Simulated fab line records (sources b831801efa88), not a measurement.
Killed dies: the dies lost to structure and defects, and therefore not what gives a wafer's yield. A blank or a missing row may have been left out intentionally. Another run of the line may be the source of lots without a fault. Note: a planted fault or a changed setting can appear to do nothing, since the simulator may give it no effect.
The same fault as seen by 2 desks    flow sky130    numbers are kept per desk, each desk with only its own; the story behind them comes last

== FROM THE METROLOGY DESK ==
Means of the sampled wafers that have a number, per lot and without regard to the tool the lot ran on: this is what the gauges read. A lot is out of limits, marked OUT, if its mean lies more than 4 standard deviations from the usual mean; the brackets give that distance.
Columns: A = cd nm at SKY_LI_CONTACT_CD_MEAS_12, usual 169.8 nm; B = CONTACT_HDPCVD_THK at SKY_CONTACT_THK_MEAS_03, usual 563 nm
lot   first seen here  A      B
L678  day 29 05:07     168.8  566
L682  day 31 03:21     170.0  680 (+20) OUT
L683  day 31 06:50     169.0  681 (+21) OUT
L684  day 31 13:02     169.9  560
L690  day 33 16:52     169.6  562
L694  day 34 21:42     172.0  559
L695  day 35 04:35     171.7  566
L696  day 35 07:13     170.4  560
L697  day 35 09:37     170.4  562
L699  day 36 04:24     167.5  558
L700  day 36 21:20     168.9  570
Per this desk, out of limits: L682, L683; the first was L682, day 32 09:01 (CONTACT_HDPCVD_THK at SKY_CONTACT_THK_MEAS_03). Within limits: L678, L684, L690, L694, L695, L696, L697, L699, L700.

== THE TOOL OWNER'S DESK: hdpcvd-01 ==
The tool's own readings at SKY_CONTACT_HDPCVD_02 (deposits SiO2, target thk 565 nm, time 94.2 s): means of the sampled wafers that have a number, for each lot that ran on this tool. A lot is out of limits, marked OUT, if its mean lies more than 4 standard deviations from the usual mean; the brackets give that distance.
Columns: A = sih4 flow sccm at SKY_CONTACT_HDPCVD_02, usual 59.98 sccm
lot   first seen here  A
L678  day 30 11:19     59.95
L682  day 32 08:56     71.73 (+59) OUT
L683  day 32 12:58     72.09 (+61) OUT
L694  day 36 02:59     59.94
L695  day 36 08:52     60.07
L696  day 36 11:48     60.03
L697  day 36 14:27     59.75
L700  day 38 02:02     59.97
This desk finds L682, L683 out of limits, L682 being first, at day 32 08:56 (sih4 flow sccm at SKY_CONTACT_HDPCVD_02). Within limits: L678, L694, L695, L696, L697, L700.

== ALL TOGETHER ==
On L682, L683, at day 32 08:56, an alarm was possible from the tool owner's desk.
Metrology desk: alarm possible at day 32 09:01 on L682, L683.
Every lot named ran SKY_CONTACT_HDPCVD_02 on hdpcvd-01.

== WHAT THE SIMULATOR HAD PUT IN ==
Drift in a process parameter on hdpcvd-01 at SKY_CONTACT_HDPCVD_02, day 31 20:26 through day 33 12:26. Setting sih4 flow sccm, moved by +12, from 60. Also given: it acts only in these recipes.
Struck lots among those shown: L682, L683.
Hours from the fault's start to each desk's first reading out of limits: the tool owner's desk, 12; the metrology desk, 13.
